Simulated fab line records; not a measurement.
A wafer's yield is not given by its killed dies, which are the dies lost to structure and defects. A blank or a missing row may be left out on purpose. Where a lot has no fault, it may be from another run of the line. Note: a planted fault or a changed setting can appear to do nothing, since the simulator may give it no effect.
A lot that was struck, set against a sound lot | flow sky130 | 33 out of 708 route steps
Sound: wafers L677.3, L677.4, L677.5. The struck wafers were L664.1, L664.4, L664.6. The cause is given at the end.
Per side, at each step with rows, come the tool, then ch with its chambers, and then its first start. Under that, the readings that differ: sound wafers | struck wafers | difference of the means | sigmas: that difference in standard deviations of wafers without a fault.
alike: words and numbers the same on both sides, and readings whose means are apart by under 2 such deviations; not compared: readings that were withheld, readings missing a value for some wafer, numbers with overlapping values and no deviation given by the record, and bounds like >300 which may hide the same value.
A row with sigmas, a row that says differs or no value, or rows on one side alone: a step with any of these is where the two part. Numbers that have no deviation but don't overlap get no sigmas and don't part them. Lack of a reading on every wafer of one side parts them only where that side has two or more wafers.

first, 9 steps without rows for these wafers: SKY_NWELL_DEHYDRATE_16 (time 60 s); SKY_NWELL_HMDS_17 (prime time 60 s); SKY_NWELL_COAT_18 (resist thk 3000 nm); SKY_NWELL_SOFTBAKE_19; SKY_NWELL_EXPOSE_20 (exposes mask NWM COMPLEMENT, target cd 840 nm); SKY_NWELL_PEB_21; SKY_NWELL_DEVELOP_22 (develop time 60 s); SKY_NWELL_IMPLANT_24; SKY_NWELL_STRIP_25 (strips in O2/N2).
SKY_NWELL_CLEAN_27: cleans in SC1/SC2, time 150 s.
  sound on wet bench-02 ch 0, day 9 18:32; struck on wet bench-03 ch 0, day 7 01:52
  no value came back on the struck wafers for bath guard temp C (C), bath heat duty pct (%); on the sound wafers bath guard temp C (C) reads 70.0 70.4 69.8
  reading                                      | sound             | struck            | difference | sigmas
  model.SiO2_of_NWELL_OXIDATION_01.thk nm (nm) | 9.612 9.638 9.681 | 9.989 10.06 10.15 | +0.423     |
then, 21 steps without rows for these wafers: SKY_NWELL_RTA_28 (time 30 s); SKY_VT_ADJUST_HVTP_DEHYDRATE_00 (time 60 s); SKY_VT_ADJUST_HVTP_HMDS_01 (prime time 60 s); SKY_VT_ADJUST_HVTP_COAT_02 (resist thk 1140 nm); SKY_VT_ADJUST_HVTP_SOFTBAKE_03 (time 60 s); SKY_VT_ADJUST_HVTP_EXPOSE_04 (exposes mask HVTPM, target cd 380 nm); SKY_VT_ADJUST_HVTP_PEB_05; SKY_VT_ADJUST_HVTP_DEVELOP_06 (develop time 60 s); SKY_VT_ADJUST_HVTP_IMPLANT_09; SKY_VT_ADJUST_HVTP_STRIP_10 (strips in O2/N2); SKY_VT_ADJUST_LVTN_DEHYDRATE_00 (time 60 s); SKY_VT_ADJUST_LVTN_HMDS_01 (prime time 60 s); SKY_VT_ADJUST_LVTN_COAT_02 (resist thk 3000 nm); SKY_VT_ADJUST_LVTN_SOFTBAKE_03; SKY_VT_ADJUST_LVTN_EXPOSE_04 (exposes mask NWM COMPLEMENT LESS NATIVE, target cd 840 nm); SKY_VT_ADJUST_LVTN_PEB_05; SKY_VT_ADJUST_LVTN_DEVELOP_06 (develop time 60 s); SKY_VT_ADJUST_LVTN_IMPLANT_08; SKY_VT_ADJUST_LVTN_STRIP_09 (strips in O2/N2); SKY_VT_ADJUST_LVTN_DEHYDRATE_11 (time 60 s); SKY_VT_ADJUST_LVTN_HMDS_12 (prime time 60 s).
-- here the record skips 8 days between the struck wafers' starts before and after, leaving off in module VT_ADJUST_LVTN and picking up in module SONOS_ONO (first step shown: number 183 of the route) --
SKY_SONOS_ONO_ETCH_15: etches the open film in CHF3/O2, target depth 19.52 nm, time 7.8 s.
  sound on rie diel-02 ch 0,3, day 18 19:25; struck on rie diel-03 ch 0,2,3, day 15 04:01
  reading                                      | sound             | struck            | difference | sigmas
  model.SiO2_of_NWELL_OXIDATION_01.thk nm (nm) | 5.409 5.443 5.505 | 5.865 5.902 5.973 | +0.461     |
  alike: drypump motor current A, oes product au, throttle valve pct
  not compared: rf hours counter h
-- here the record skips 32 days between the struck wafers' starts before and after, leaving off in module SONOS_ONO and picking up in module PAD_OPEN (first step shown: number 708 of the route) --
SKY_PAD_OPEN_PROBE_99:
  sound: prober-02 at day 49 23:22; struck: prober-02 at day 47 15:23
  reading                                   | sound             | struck            | difference | sigmas
  model.etest.cap thick oxide.gate bv v (V) | 15.58 15.65 16    | 14.33 14.11 14.51 | -1.43      |
  model.etest.cap thin oxide.gate bv v (V)  | 7.104 6.986 7.081 | 6.521 6.621 6.305 | -0.575     |
  alike: killed_at_M0_to_M3, killed_at_M4_up, killed at contacts, killed at front end, killed at other, killed dies, killed open, killed short

WHERE THEY PART
Only at SKY_NWELL_CLEAN_27, within this record. Later steps at which nothing parts them and some readings are alike: SKY_SONOS_ONO_ETCH_15, SKY_PAD_OPEN_PROBE_99.

WHY: what had been put in by the simulator
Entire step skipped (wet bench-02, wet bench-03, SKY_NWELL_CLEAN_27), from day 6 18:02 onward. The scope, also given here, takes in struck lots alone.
